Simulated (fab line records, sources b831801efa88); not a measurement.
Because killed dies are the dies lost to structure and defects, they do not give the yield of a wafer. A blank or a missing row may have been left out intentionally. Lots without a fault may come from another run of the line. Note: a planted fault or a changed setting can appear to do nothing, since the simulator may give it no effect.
The tool behind it: which one?	flow sky130	14 lots with 42 wafers sampled at 4 steps, on a route of 708 steps

== WHAT THE GAUGES SHOWED, per wafer ==
SKY_POLY_GATE_THK_MEAS_04. Usual: for POLY_GATE_CVD_03_THK the level is 75.2 nm and the standard deviation is 0.57.
lot	measured	on	POLY_GATE_CVD_03_THK (nm)	flag
L168	day 15 02:01	film-metro-02	75.7 75.3 74.8	
L170	day 15 20:31	film-metro-01	75.5 75.9 75.5	
L171	day 16 05:09	film-metro-02	75.8 75.4 75.6	
L172	day 16 07:34	film-metro-02	75.7 75.7 75.2	
L173	day 17 07:23	film-metro-02	75.3 75.9 75.4	
L174	day 17 15:37	film-metro-02	76.0 76.5 76.0	
L176	day 18 07:22	film-metro-02	75.7 75.6 75.8	
L178	day 19 04:23	film-metro-02	75.5 75.4 75.7	
L179	day 19 11:06	film-metro-01	74.9 75.2 75.7	
L180	day 19 19:18	film-metro-03	74.6 74.9 74.8	
L182	day 20 10:56	film-metro-02	74.5 75.1 75.1	
L189	day 22 19:17	film-metro-02	75.9 75.6 75.3	
L190	day 22 23:44	film-metro-02	74.9 75.0 74.5	
L191	day 23 11:06	film-metro-03	74.8 75.0 75.4	

SKY_POLY_GATE_OVL_MEAS_14. Usual: for POLY_GATE_OVL the level is -3 nm and the standard deviation is 5.5.
lot	measured	on	POLY_GATE_OVL (nm)	flag
L168	day 16 06:02	overlay-02	6 -3 0	
L170	day 17 00:14	overlay-01	-2 -7 6	
L171	day 17 09:21	overlay-02	-2 -3 -7	
L172	day 17 11:37	overlay-02	-2 -2 0	
L173	day 18 13:41	overlay-01	-3 -13 -11	
L174	day 18 22:05	overlay-01	-2 5 -3	
L176	day 19 14:56	overlay-01	-12 -3 -2	
L178	day 20 11:44	overlay-01	5 10 8	
L179	day 20 18:14	overlay-02	6 0 -3	
L180	day 21 01:47	overlay-01	-10 -15 -7	
L182	day 21 17:59	overlay-02	-11 -2 -4	
L189	day 24 02:04	overlay-02	0 -2 2	
L190	day 24 05:53	overlay-01	-6 -3 -12	
L191	day 24 17:44	overlay-02	3 1 -4	

SKY_LDD_N_OVL_MEAS_07. Usual: for LDD_N_OVL the level is -0.5 nm and the standard deviation is 1.4.
lot	measured	on	LDD_N_OVL (nm)	flag
L168	day 17 15:13	overlay-01	-1.9 -3.4 -1.5	
L170	day 18 08:41	overlay-02	-0.2 -2.0 -2.2	
L171	day 18 17:10	overlay-02	1.0 0.7 -1.0	
L172	day 18 20:49	overlay-01	-2.7 -1.0 -1.2	
L173	day 19 22:22	overlay-02	-0.3 2.1 1.6	
L174	day 20 09:17	overlay-02	0.8 0.1 -0.7	
L176	day 21 00:05	overlay-02	-2.9 0.2 -0.9	
L178	day 21 21:23	overlay-01	-1.8 -1.6 -1.1	
L179	day 22 01:43	overlay-02	- - -	OFF
L180	day 22 09:47	overlay-01	- - -	OFF
L182	day 23 01:54	overlay-01	-1.4 -1.6 -1.8	
L189	day 25 09:30	overlay-02	-2.6 1.6 -0.1	
L190	day 25 13:10	overlay-01	-1.3 -1.6 -0.5	
L191	day 25 23:58	overlay-02	-1.5 -0.2 2.1	

== WHAT TOOL EACH LOT RAN ON (gives the tool, then ch and the chambers of the sampled wafers, and finally the start) ==
lot	SKY_LDD_N_DEVELOP_06
L168	litho-track-02 ch 0, day 17 15:04
L170	litho-track-04 ch 0, day 18 08:32
L171	litho-track-02 ch 0, day 18 17:02
L172	litho-track-01 ch 0, day 18 20:41
L173	litho-track-01 ch 0, day 19 22:14
L174	litho-track-04 ch 0, day 20 09:10
L176	litho-track-04 ch 0, day 20 23:58
L178	litho-track-04 ch 0, day 21 21:14
L179	litho-track-01, day 22 01:37
L180	litho-track-04, day 22 09:38
L182	litho-track-02 ch 0, day 23 01:45
L189	litho-track-02 ch 0, day 25 09:21
L190	litho-track-01 ch 0, day 25 13:02
L191	litho-track-01 ch 0, day 25 23:50
- SKY_LDD_N_DEVELOP_06: develop time 60 s.

== AS READ BY THE TOOLS THEMSELVES (means over the sampled wafers that have a number; for cases with no such wafer, the mark the record gives instead) ==
SKY_LDD_N_DEVELOP_06. Usual: chill-plate-temp-C reads 22.98 C (standard deviation 0.11).
lot	tool	chill-plate-temp-C (C)	flag
L168	litho-track-02	22.88	
L170	litho-track-04	22.91	
L171	litho-track-02	23.04	
L172	litho-track-01	22.97	
L173	litho-track-01	22.87	
L174	litho-track-04	23.03	
L176	litho-track-04	23.23	
L178	litho-track-04	23.04	
L179	litho-track-01	-	OFF
L180	litho-track-04	-	OFF
L182	litho-track-02	23.13	
L189	litho-track-02	23.05	
L190	litho-track-01	22.90	
L191	litho-track-01	23.01	

== THE ANSWER, worked out from the rows above alone ==
Rule: a lot is off if the mean of its wafers that have a number lies more than 3 standard deviations from the usual mean. Also off: a lot with no number at a reading for which 4 or more lots have one. Where the step has rows for the other lots, those lots are counted as sound. The gauges are gone through in route order, then the tools' own readings, and for those a lot's mean is taken as printed above. The first step at which some lot is off is used, and at that step the reading that is off furthest; a lot without a number counts as furthest.
Off: at SKY_LDD_N_OVL_MEAS_07 (LDD_N_OVL), L179, L180. Without a number there: L179, L180.
If a tool, at a process step before that reading, ran all the lots that are off and no sound lot after the first of them, it fits. The gauges at SKY_LDD_N_OVL_MEAS_07 aren't tried: what is off there is off at SKY_LDD_N_DEVELOP_06 too, on other tools, and a gauge's error can't cause that. No candidate that was tried fits.

== WHAT THE SIMULATOR PUT IN ==
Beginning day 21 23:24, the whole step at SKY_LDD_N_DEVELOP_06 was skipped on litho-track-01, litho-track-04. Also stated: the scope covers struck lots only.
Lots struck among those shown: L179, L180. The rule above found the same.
